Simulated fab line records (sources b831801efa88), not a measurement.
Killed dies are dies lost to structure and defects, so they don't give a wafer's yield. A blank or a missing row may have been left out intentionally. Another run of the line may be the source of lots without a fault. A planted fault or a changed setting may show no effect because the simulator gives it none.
Check for tools in common | flow gf180mcu | Sample size 12 lots and 36 wafers

== WHY THIS WAS OPENED ==
At GF_PSD_RS_MEAS_14 the reading NSD_RS is flagged on 2 of 12 lots. Wafers without a fault read 46.14 ohm/sq, standard deviation 0.077.
Rule: a lot gets a flag if all its wafers with a number sit over 4 standard deviations from that mean, or if no wafer of it has a number. As for the other lots, they are considered sound.

lot  | measured     | on            | NSD_RS (ohm/sq), wafer by wafer | flag
L674 | day 14 00:50 | film_metro-01 | 46.10 46.24 46.18               |
L677 | day 15 12:05 | film_metro-01 | 46.11 46.28 46.19               |
L679 | day 16 08:27 | film_metro-01 | 46.09 46.19 46.12               |
L678 | day 16 10:57 | film_metro-02 | 46.07 46.11 46.04               |
L681 | day 17 02:36 | film_metro-04 | 46.14 46.27 46.14               |
L683 | day 18 07:01 | film_metro-04 | 46.02 46.21 46.10               |
L685 | day 18 21:55 | film_metro-04 | 46.23 46.21 46.22               |
L687 | day 19 05:16 | film_metro-02 | 46.16 46.13 46.10               |
L691 | day 20 07:44 | film_metro-04 | 46.18 46.09 46.31               |
L692 | day 20 19:08 | film_metro-04 | 48.51 48.41 48.54               | FLAGGED
L693 | day 20 23:44 | film_metro-01 | 48.56 48.68 48.68               | FLAGGED
L696 | day 21 22:41 | film_metro-02 | 46.12 46.19 46.08               |
The mean of the flagged lots' numbers is 48.56 ohm/sq, +2.42 ohm/sq from the usual (+31 standard deviations).

== LOT BY LOT: THE TOOL USED ==
The record holds 1 process step before the reading, out of a route of 602 steps. In each cell: the tool, then ch and the chambers that the sampled wafers went through, then the start.
lot  | flag    | GF_PSD_RTA_13
L674 |         | rtp_anneal-01 ch 0, day 14 00:45
L677 |         | rtp_anneal-02 ch 0, day 15 12:01
L679 |         | rtp_anneal-01 ch 0, day 16 08:22
L678 |         | rtp_anneal-02 ch 0, day 16 10:52
L681 |         | rtp_anneal-01 ch 0, day 17 02:26
L683 |         | rtp_anneal-01 ch 0, day 18 06:56
L685 |         | rtp_anneal-02 ch 0, day 18 21:50
L687 |         | rtp_anneal-02 ch 0, day 19 05:10
L691 |         | rtp_anneal-01 ch 0, day 20 07:38
L692 | FLAGGED | rtp_anneal-01 ch 0, day 20 19:03
L693 | FLAGGED | rtp_anneal-01 ch 0, day 20 23:39
L696 |         | rtp_anneal-02 ch 0, day 21 22:36
What the steps here do:
- GF_PSD_RTA_13: time 20 s.
- GF_PSD_RS_MEAS_14: measures by four-point-probe.

== FLAGGED AGAINST TOTAL, ONE TOOL AT A TIME (gauges that did the reading follow at the end) ==
step              | tool          | lots run | flagged | share of the flagged lots | sound lots run after its first flagged lot
GF_PSD_RTA_13     | rtp_anneal-01 | 7        | 2       | all                       | 0
GF_PSD_RTA_13     | rtp_anneal-02 | 5        | 0       | none                      | -
GF_PSD_RS_MEAS_14 | film_metro-01 | 4        | 1       | some                      | 0
GF_PSD_RS_MEAS_14 | film_metro-02 | 3        | 0       | none                      | -
GF_PSD_RS_MEAS_14 | film_metro-04 | 5        | 1       | some                      | 0

== WHAT THE TABLE PERMITS ==
Rows of the table that ran each flagged lot: 1, that is rtp_anneal-01 at GF_PSD_RTA_13.
- rtp_anneal-01 at GF_PSD_RTA_13 ran 7 lots, 2 of them flagged. A fault beginning between L691 (day 20 07:38), its last sound lot, and L692 (day 20 19:03), its first flagged one, fits the data. Its own readings lie more than 4 standard deviations out on every wafer of the flagged lots: wafer_temp_C_max.
Left over: one tool, rtp_anneal-01 at GF_PSD_RTA_13.

== WHAT THE SIMULATOR PUT IN ==
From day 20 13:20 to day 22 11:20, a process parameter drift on rtp_anneal-01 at GF_PSD_RTA_13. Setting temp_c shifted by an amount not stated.
Lots struck among those shown: L692, L693. This agrees with what the rule above found.
